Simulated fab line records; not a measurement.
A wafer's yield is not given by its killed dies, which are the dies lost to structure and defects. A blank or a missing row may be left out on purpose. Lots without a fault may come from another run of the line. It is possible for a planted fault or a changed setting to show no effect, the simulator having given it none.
Which tool did it?	flow gf180mcu	24 lots with 72 wafers sampled at 5 steps, on a route of 602 steps

## WHAT THE GAUGES SHOWED, per wafer
GF_M1_CD_MEAS_14: target cd 230 nm. Usual: cdNm reads 229.9 nm (standard deviation 1.2).
lot	measured	on	cdNm (nm)	flag
L074	day 17 06:39	cdSem-01	231.2 230.7 230.5	
L075	day 17 08:21	cdSem-01	228.5 229.0 228.0	
L076	day 18 00:55	cdSem-01	230.7 230.3 230.6	
L077	day 18 07:17	cdSem-01	231.0 229.6 230.2	
L078	day 18 22:11	cdSem-01	230.4 230.4 230.0	
L079	day 19 00:43	cdSem-01	230.0 229.8 231.0	
L080	day 19 11:21	cdSem-01	229.2 228.1 228.9	
L081	day 19 14:17	cdSem-02	228.4 227.6 227.8	
L082	day 20 01:17	cdSem-02	229.3 229.1 228.2	
L083	day 20 18:41	cdSem-01	231.8 230.9 231.7	
L084	day 21 02:01	cdSem-02	229.6 230.6 228.8	
L085	day 21 08:37	cdSem-02	230.2 231.4 230.9	
L086	day 21 16:31	cdSem-01	230.5 229.1 230.1	
L087	day 22 05:51	cdSem-02	231.0 231.1 230.2	
L088	day 22 08:16	cdSem-01	228.2 228.8 228.7	
L089	day 22 19:07	cdSem-01	230.1 229.6 231.0	
L090	day 23 02:13	cdSem-01	231.3 230.8 229.6	
L091	day 23 08:37	cdSem-02	231.9 231.1 231.6	
L092	day 23 18:20	cdSem-02	228.5 229.4 228.3	
L093	day 23 20:20	cdSem-02	229.9 230.1 229.4	
L094	day 24 11:14	cdSem-02	232.0 231.6 231.3	
L095	day 24 13:37	cdSem-02	228.2 228.5 228.4	
L096	day 24 21:37	cdSem-01	231.1 231.2 230.1	
L097	day 25 09:32	cdSem-02	231.0 230.7 229.8	

GF_M5_CD_MEAS_07: target cd 280 nm. Usual: cdNm reads 280.1 nm (standard deviation 1.1).
lot	measured	on	cdNm (nm)	flag
L074	day 26 08:53	cdSem-01	279.5 279.9 279.3	
L075	day 26 10:23	cdSem-01	279.6 279.9 280.4	
L076	day 27 03:51	cdSem-01	279.7 280.4 278.2	
L077	day 27 07:13	cdSem-01	281.0 281.6 279.9	
L078	day 27 19:28	cdSem-02	280.4 281.1 281.6	
L079	day 27 22:13	cdSem-02	279.8 279.9 277.7	
L080	day 28 07:45	cdSem-02	280.2 280.7 281.0	
L081	day 28 10:41	cdSem-02	279.2 278.1 278.3	
L082	day 28 17:19	cdSem-01	281.2 280.9 281.0	
L083	day 29 08:15	cdSem-01	280.6 281.5 281.0	
L084	day 29 14:56	cdSem-02	279.2 280.4 280.5	
L085	day 29 21:26	cdSem-01	280.0 280.0 280.1	
L086	day 30 02:35	cdSem-02	278.9 280.3 280.2	
L087	day 30 12:35	cdSem-02	282.4 280.9 281.3	
L088	day 30 14:10	cdSem-02	282.3 282.6 282.1	
L089	day 31 00:01	cdSem-01	280.2 279.0 279.8	
L090	day 31 02:20	cdSem-02	278.7 279.5 278.6	
L091	day 31 09:11	cdSem-01	279.3 278.5 279.9	
L092	day 31 17:58	cdSem-01	279.6 279.9 279.7	
L093	day 31 20:19	cdSem-01	281.1 281.1 280.6	
L094	day 32 08:39	cdSem-02	280.9 281.6 281.0	
L095	day 32 09:19	cdSem-01	279.3 279.0 278.8	
L096	day 32 15:34	cdSem-01	279.3 279.3 278.6	
L097	day 32 22:37	cdSem-01	279.5 278.8 278.5	

## EACH LOT AND THE TOOL THAT RAN IT (in order: tool; ch and the chambers of the sampled wafers; start)
lot	GF_M1_STRIP_17	GF_M2_SPUTTER_04	GF_V2_ETCH_16
L074	plasmaAsher-03 ch 0,1, day 17 06:55	pvdSputter-03, day 18 09:11	rieDiel-04 ch 2,3, day 20 11:08
L075	plasmaAsher-01 ch 0,1, day 17 08:37	pvdSputter-02, day 18 10:19	rieDiel-01 ch 0,2,3, day 20 12:10
L076	plasmaAsher-03 ch 0,1, day 18 01:11	pvdSputter-03, day 19 03:40	rieDiel-04 ch 1,3, day 21 05:34
L077	plasmaAsher-01 ch 0,1, day 18 07:34	pvdSputter-02, day 19 10:23	rieDiel-04 ch 2,3, day 21 11:38
L078	plasmaAsher-04 ch 0,1, day 18 22:36	pvdSputter-03, day 20 01:56	rieDiel-01 ch 0,1,2, day 22 02:36
L079	plasmaAsher-04 ch 0,1, day 19 01:08	pvdSputter-02, day 20 04:35	rieDiel-02 ch 0,2, day 22 05:03
L080	plasmaAsher-03 ch 0,1, day 19 11:39	pvdSputter-03, day 20 14:38	rieDiel-02 ch 0,1,2, day 22 15:49
L081	plasmaAsher-03 ch 1, day 19 14:34	pvdSputter-03, day 20 17:19	rieDiel-01 ch 1,2, day 22 18:04
L082	plasmaAsher-01 ch 0,1, day 20 01:34	pvdSputter-04, day 21 04:09	rieDiel-01 ch 0,2,3, day 23 02:59
L083	plasmaAsher-04 ch 0,1, day 20 18:58	pvdSputter-03, day 21 21:37	rieDiel-01 ch 1,2,3, day 23 20:08
L084	plasmaAsher-01 ch 0,1, day 21 02:25	pvdSputter-03, day 22 05:14	rieDiel-01 ch 1,2,3, day 24 04:30
L085	plasmaAsher-04 ch 0,1, day 21 08:55	pvdSputter-03, day 22 11:44	rieDiel-04 ch 1,2, day 24 11:06
L086	plasmaAsher-01 ch 0,1, day 21 16:46	pvdSputter-02, day 22 18:53	rieDiel-01 ch 0,1,2, day 24 17:11
L087	plasmaAsher-03 ch 0,1, day 22 06:08	pvdSputter-03, day 23 07:07	rieDiel-04 ch 0,1,3, day 25 04:45
L088	plasmaAsher-04 ch 0,1, day 22 08:34	pvdSputter-03, day 23 10:00	rieDiel-04 ch 0,2,3, day 25 05:59
L089	plasmaAsher-01 ch 0,1, day 22 19:22	pvdSputter-03, day 23 20:44	rieDiel-02 ch 1,2,3, day 25 17:54
L090	plasmaAsher-01 ch 0,1, day 23 02:36	pvdSputter-03, day 24 04:02	rieDiel-02 ch 0,2, day 25 23:47
L091	plasmaAsher-03 ch 0,1, day 23 09:02	pvdSputter-03, day 24 09:55	rieDiel-01 ch 1,2, day 26 05:40
L092	plasmaAsher-01 ch 0,1, day 23 18:37	pvdSputter-02, day 24 19:05	rieDiel-01 ch 1,2,3, day 26 14:31
L093	plasmaAsher-01 ch 0,1, day 23 20:37	pvdSputter-04, day 24 21:33	rieDiel-04 ch 0,1,2, day 26 17:50
L094	plasmaAsher-04 ch 0,1, day 24 11:31	pvdSputter-04, day 25 11:55	rieDiel-02 ch 2,3, day 27 07:43
L095	plasmaAsher-04 ch 0,1, day 24 13:54	pvdSputter-03, day 25 14:18	rieDiel-04 ch 0,1,3, day 27 08:58
L096	plasmaAsher-03 ch 0,1, day 24 21:54	pvdSputter-03, day 25 21:47	rieDiel-04 ch 2,3, day 27 16:13
L097	plasmaAsher-03 ch 0,1, day 25 09:49	pvdSputter-03, day 26 09:33	rieDiel-02 ch 0,2,3, day 28 03:28
- GF_M1_STRIP_17: strips in O2/N2.
- GF_M2_SPUTTER_04: material TiN, target thk 50 nm, time 40.56 s.
- GF_V2_ETCH_16: etches BARC in N2/H2.

## WHAT THE TOOLS THEMSELVES READ (means of the sampled wafers that have a number; where no wafer has one, the mark that the record gives instead)
GF_M1_STRIP_17. Usual: drypumpMotorCurrentA 5.75 A, standard deviation 0.23; heaterPowerW 328 W, standard deviation 38; oesProductAu 0.538 a.u., standard deviation 0.0053; stripTimeToEndpointS 7.40 s, standard deviation 0.046.
lot	tool	drypumpMotorCurrentA (A)	heaterPowerW (W)	oesProductAu (a.u.)	stripTimeToEndpointS (s)	flag
L074	plasmaAsher-03	5.53	330	0.535	7.40	
L075	plasmaAsher-01	5.64	357	0.540	7.48	
L076	plasmaAsher-03	5.54	325	0.542	7.45	
L077	plasmaAsher-01	5.66	358	0.542	7.40	
L078	plasmaAsher-04	6.07	322	0.533	7.38	
L079	plasmaAsher-04	6.04	327	0.538	7.38	
L080	plasmaAsher-03	5.64	308	0.538	7.36	
L081	plasmaAsher-03	5.42	352	0.537	7.41	
L082	plasmaAsher-01	5.69	316	0.536	7.36	
L083	plasmaAsher-04	6.05	329	0.540	7.41	
L084	plasmaAsher-01	5.70	326	0.537	7.37	
L085	plasmaAsher-04	6.07	317	0.536	7.42	
L086	plasmaAsher-01	5.63	353	0.538	7.42	
L087	plasmaAsher-03	5.53	327	0.534	7.34	
L088	plasmaAsher-04	6.08	318	0.532	7.33	
L089	plasmaAsher-01	5.67	317	0.544	7.42	
L090	plasmaAsher-01	5.69	324	0.540	7.43	
L091	plasmaAsher-03	5.52	334	0.536	7.38	
L092	plasmaAsher-01	5.65	354	0.532	7.37	
L093	plasmaAsher-01	5.63	360	0.541	7.42	
L094	plasmaAsher-04	6.04	327	0.538	7.40	
L095	plasmaAsher-04	6.06	329	0.533	7.32	
L096	plasmaAsher-03	5.52	331	0.542	7.41	
L097	plasmaAsher-03	5.52	331	0.538	7.39	

GF_M2_SPUTTER_04. Usual: cathodeDcPowerW 6499.9 W, standard deviation 1; throttleValvePct 30.1 %, standard deviation 0.77.
lot	tool	cathodeDcPowerW (W)	throttleValvePct (%)	flag
L074	pvdSputter-03	6499.1	29.6	
L075	pvdSputter-02	6500.7	31.6	
L076	pvdSputter-03	6500.5	29.9	
L077	pvdSputter-02	6499.9	30.8	
L078	pvdSputter-03	6500.1	29.2	
L079	pvdSputter-02	6499.6	31.6	
L080	pvdSputter-03	6499.2	30.0	
L081	pvdSputter-03	6499.5	29.8	
L082	pvdSputter-04	6500.6	29.4	
L083	pvdSputter-03	6499.8	29.6	
L084	pvdSputter-03	6500.5	29.6	
L085	pvdSputter-03	6499.8	29.7	
L086	pvdSputter-02	6499.6	31.3	
L087	pvdSputter-03	6500.7	29.8	
L088	pvdSputter-03	6500.1	30.2	
L089	pvdSputter-03	6499.9	30.1	
L090	pvdSputter-03	6499.9	29.8	
L091	pvdSputter-03	6499.4	30.1	
L092	pvdSputter-02	6500.6	30.9	
L093	pvdSputter-04	6499.5	29.8	
L094	pvdSputter-04	6500.4	29.5	
L095	pvdSputter-03	6500.0	29.7	
L096	pvdSputter-03	6499.3	30.0	
L097	pvdSputter-03	6499.3	29.8	

GF_V2_ETCH_16. Usual: drypumpMotorCurrentA 6.0 A, standard deviation 0.5; oesProductAu 0.854 a.u., standard deviation 0.005; throttleValvePct 13.225 %, standard deviation 0.009.
lot	tool	drypumpMotorCurrentA (A)	oesProductAu (a.u.)	throttleValvePct (%)	flag
L074	rieDiel-04	6.2	0.847	13.220	
L075	rieDiel-01	5.5	0.854	13.223	
L076	rieDiel-04	6.1	0.850	13.223	
L077	rieDiel-04	6.2	0.851	13.228	
L078	rieDiel-01	5.5	0.853	13.229	
L079	rieDiel-02	6.1	0.849	13.228	
L080	rieDiel-02	6.0	0.851	13.224	
L081	rieDiel-01	5.6	0.853	13.232	
L082	rieDiel-01	5.5	0.861	13.217	
L083	rieDiel-01	5.6	0.850	13.232	
L084	rieDiel-01	5.7	0.855	13.214	
L085	rieDiel-04	6.4	0.854	13.227	
L086	rieDiel-01	5.5	0.855	13.232	
L087	rieDiel-04	6.3	0.853	13.231	
L088	rieDiel-04	6.4	0.850	13.224	
L089	rieDiel-02	6.0	0.854	13.230	
L090	rieDiel-02	6.1	0.857	13.209	
L091	rieDiel-01	5.2	0.864	13.226	
L092	rieDiel-01	5.6	0.849	13.217	
L093	rieDiel-04	6.5	0.854	13.229	
L094	rieDiel-02	6.4	0.856	13.227	
L095	rieDiel-04	6.3	0.853	13.223	
L096	rieDiel-04	6.3	0.854	13.224	
L097	rieDiel-02	6.1	0.860	13.229	

## THE ANSWER, worked out from the rows above alone
Rule: a lot is off if the mean of its wafers that have a number lies more than 3 standard deviations from the usual mean. A lot without any number at a reading at which 4 lots or more have one is off too. All remaining lots with rows at the step are treated as sound. Order of review: gauges by route order, followed by the tools' own readings, for which a lot's mean as printed above is used. At the first step where some lot is off, the reading lying furthest off is the one used; lots without a number count as furthest.
Nothing can be told from this: no lot is off at any reading shown.

## WHAT HAD BEEN PUT IN BY THE SIMULATOR
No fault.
